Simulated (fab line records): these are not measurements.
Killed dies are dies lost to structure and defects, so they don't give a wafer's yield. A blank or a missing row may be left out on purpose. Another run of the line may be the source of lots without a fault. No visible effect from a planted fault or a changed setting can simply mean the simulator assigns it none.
Which tool is to blame? | flow sky130 | 12 lots, 36 wafers sampled, at 5 steps of a route of 708

## WHAT THE GAUGES SHOWED, per wafer
SKY_DNWELL_TW_MEAS_09. Usual: DNWELL_TW typically reads 1113, with standard deviation 6.4.
lot  | measured    | on            | DNWELL_TW      | flag
L585 | day 3 02:28 | film-metro-03 | 1112 1120 1114 |
L588 | day 4 05:11 | film-metro-03 | 1108 1107 1105 |
L590 | day 4 23:29 | film-metro-03 | 1120 1117 1118 |
L599 | day 6 12:04 | film-metro-01 | 1113 1114 1109 |
L601 | day 6 21:32 | film-metro-03 | 1113 1108 1104 |
L602 | day 7 03:20 | film-metro-01 | 1117 1123 1122 |
L603 | day 7 09:24 | film-metro-03 | 1112 1111 1114 |
L604 | day 7 11:05 | film-metro-01 | 1114 1115 1118 |
L605 | day 7 16:38 | film-metro-03 | 1105 1111 1112 |
L606 | day 8 04:10 | film-metro-03 | 1109 1106 1111 |
L607 | day 8 07:02 | film-metro-01 | 1121 1119 1118 |
L608 | day 8 08:55 | film-metro-02 | 1120 1114 1109 |

SKY_POLY_GATE_THK_MEAS_01. Usual: POLY_GATE_CVD_00_THK typically reads 180.7 nm, with standard deviation 1.5.
lot  | measured     | on            | POLY_GATE_CVD_00_THK (nm) | flag
L585 | day 14 03:52 | film-metro-02 | 183.1 183.6 181.9         |
L588 | day 15 21:00 | film-metro-03 | 180.2 178.1 180.9         |
L590 | day 17 06:10 | film-metro-02 | 200.3 200.9 199.6         | OFF
L599 | day 19 18:59 | film-metro-03 | 178.1 178.1 179.3         |
L601 | day 20 03:26 | film-metro-03 | 180.2 178.4 178.8         |
L602 | day 20 08:48 | film-metro-04 | 178.8 179.1 179.5         |
L603 | day 20 18:46 | film-metro-04 | 180.5 181.0 180.3         |
L604 | day 20 21:01 | film-metro-02 | 178.7 179.5 179.4         |
L605 | day 21 04:18 | film-metro-02 | 180.3 180.4 179.6         |
L606 | day 21 23:53 | film-metro-03 | 181.3 179.8 180.1         |
L607 | day 22 04:25 | film-metro-03 | 179.5 181.0 179.4         |
L608 | day 22 05:44 | film-metro-02 | 182.0 183.3 181.7         |

SKY_POLY_GATE_THK_MEAS_21. Usual: POLY_GATE_OXIDATION_THK typically reads 3.95 nm, with standard deviation 0.082.
lot  | measured     | on            | POLY_GATE_OXIDATION_THK (nm) | flag
L585 | day 16 18:59 | film-metro-02 | 3.95 4.00 4.03               |
L588 | day 18 09:36 | film-metro-02 | 3.88 3.89 3.90               |
L590 | day 19 22:34 | film-metro-03 | 3.95 3.91 3.93               |
L599 | day 22 15:42 | film-metro-03 | 4.10 4.14 4.02               |
L601 | day 22 18:56 | film-metro-04 | 3.98 3.97 3.96               |
L602 | day 23 01:14 | film-metro-03 | 3.91 3.96 3.92               |
L603 | day 23 10:53 | film-metro-02 | 3.82 3.85 3.82               |
L604 | day 23 13:14 | film-metro-02 | 4.03 3.99 4.00               |
L605 | day 23 19:37 | film-metro-03 | 3.81 3.81 3.97               |
L606 | day 24 16:50 | film-metro-03 | 3.82 3.86 3.94               |
L607 | day 24 19:03 | film-metro-03 | 3.96 3.87 4.00               |
L608 | day 24 21:27 | film-metro-03 | 3.87 3.92 3.85               |

## EACH LOT AND THE TOOL THAT RAN IT (in order: tool; ch and the chambers of the sampled wafers; start)
lot  | SKY_VT_ADJUST_HVTP_STRIP_10          | SKY_POLY_GATE_CVD_00
L585 | plasma-asher-02 ch 0,1, day 5 23:58  | lpcvd-01 ch 0, day 14 02:38
L588 | plasma-asher-04 ch 0,1, day 7 09:50  | lpcvd-01 ch 0, day 15 19:48
L590 | plasma-asher-02 ch 0,1, day 8 07:23  | lpcvd-01 ch 0, day 17 04:58
L599 | plasma-asher-04 ch 0,1, day 10 00:43 | lpcvd-01 ch 0, day 19 17:46
L601 | plasma-asher-01 ch 0,1, day 10 12:10 | lpcvd-01 ch 0, day 20 02:14
L602 | plasma-asher-02 ch 0,1, day 10 17:44 | lpcvd-01 ch 0, day 20 07:36
L603 | plasma-asher-04 ch 0,1, day 11 01:29 | lpcvd-01 ch 0, day 20 17:34
L604 | plasma-asher-01 ch 0,1, day 11 05:05 | lpcvd-01 ch 0, day 20 19:49
L605 | plasma-asher-04 ch 0,1, day 11 10:41 | lpcvd-01 ch 1, day 21 03:06
L606 | plasma-asher-02 ch 0,1, day 12 00:55 | lpcvd-01 ch 0, day 21 22:04
L607 | plasma-asher-02 ch 0,1, day 12 04:53 | lpcvd-01 ch 1, day 22 03:13
L608 | plasma-asher-04 ch 0,1, day 12 07:04 | lpcvd-01 ch 0, day 22 04:31
- SKY_VT_ADJUST_HVTP_STRIP_10: strips in O2/N2.
- SKY_POLY_GATE_CVD_00: deposits poly-Si, target thk 180 nm, time 720 s.

## WHAT THE TOOLS THEMSELVES READ (means of the sampled wafers that have a number; where no wafer has one, the mark that the record gives instead)
SKY_VT_ADJUST_HVTP_STRIP_10. Usual: drypump-motor-current-A 5.82 A, standard deviation 0.28; oes-product-au 0.716 a.u., standard deviation 0.0043; strip-time-to-endpoint-s 14.17 s, standard deviation 0.042.
lot  | tool            | drypump-motor-current-A (A) | oes-product-au (a.u.) | strip-time-to-endpoint-s (s) | flag
L585 | plasma-asher-02 | 5.78                        | 0.712                 | 14.18                        |
L588 | plasma-asher-04 | 5.44                        | 0.718                 | 14.21                        |
L590 | plasma-asher-02 | 5.82                        | 0.712                 | 14.17                        |
L599 | plasma-asher-04 | 5.44                        | 0.715                 | 14.21                        |
L601 | plasma-asher-01 | 6.14                        | 0.714                 | 14.13                        |
L602 | plasma-asher-02 | 5.78                        | 0.717                 | 14.12                        |
L603 | plasma-asher-04 | 5.44                        | 0.718                 | 14.18                        |
L604 | plasma-asher-01 | 6.15                        | 0.719                 | 14.11                        |
L605 | plasma-asher-04 | 5.56                        | 0.717                 | 14.10                        |
L606 | plasma-asher-02 | 5.79                        | 0.720                 | 14.20                        |
L607 | plasma-asher-02 | 5.85                        | 0.712                 | 14.20                        |
L608 | plasma-asher-04 | 5.43                        | 0.719                 | 14.12                        |

SKY_POLY_GATE_CVD_00. Usual: pressure-mtorr 200.0 mTorr, standard deviation 0.39; susceptor-temp-C 620.07 C, standard deviation 0.29; zone-power-centre-pct 10.56 %, standard deviation 0.2.
lot  | tool     | pressure-mtorr (mTorr) | susceptor-temp-C (C) | zone-power-centre-pct (%) | flag
L585 | lpcvd-01 | 200.4                  | 619.64               | 10.72                     |
L588 | lpcvd-01 | 199.8                  | 620.51               | 10.77                     |
L590 | lpcvd-01 | 240.2                  | 619.84               | 10.65                     | OFF
L599 | lpcvd-01 | 200.2                  | 619.76               | 10.64                     |
L601 | lpcvd-01 | 199.6                  | 619.86               | 10.70                     |
L602 | lpcvd-01 | 200.1                  | 620.08               | 10.68                     |
L603 | lpcvd-01 | 200.4                  | 620.17               | 10.67                     |
L604 | lpcvd-01 | 199.8                  | 620.06               | 10.69                     |
L605 | lpcvd-01 | 199.7                  | 620.38               | 10.36                     |
L606 | lpcvd-01 | 200.3                  | 620.17               | 10.62                     |
L607 | lpcvd-01 | 200.0                  | 620.33               | 10.32                     |
L608 | lpcvd-01 | 199.8                  | 620.15               | 10.65                     |

## THE ANSWER, worked out from the rows above alone
Rule: lot off if the mean of its wafers having a number is beyond 3 standard deviations from the usual mean. A lot without any number at a reading at which 4 lots or more have one is off too. All remaining lots with rows at the step are treated as sound. Order of review: gauges by route order, followed by the tools' own readings, for which a lot's mean as printed above is used. At the first step where some lot is off, the reading lying furthest off is the one used; lots without a number count as furthest.
Off: L590, seen at SKY_POLY_GATE_THK_MEAS_01 (POLY_GATE_CVD_00_THK).
If a tool, at a process step before that reading, ran all the lots that are off and no sound lot after the first of them, it fits. Not tried: the gauges at SKY_POLY_GATE_THK_MEAS_01; whatever is off there is also off at SKY_POLY_GATE_CVD_00, on other tools, and gauge error can't account for it. Not one of the candidates tried fits.

## WHAT THE SIMULATOR HAD INSERTED
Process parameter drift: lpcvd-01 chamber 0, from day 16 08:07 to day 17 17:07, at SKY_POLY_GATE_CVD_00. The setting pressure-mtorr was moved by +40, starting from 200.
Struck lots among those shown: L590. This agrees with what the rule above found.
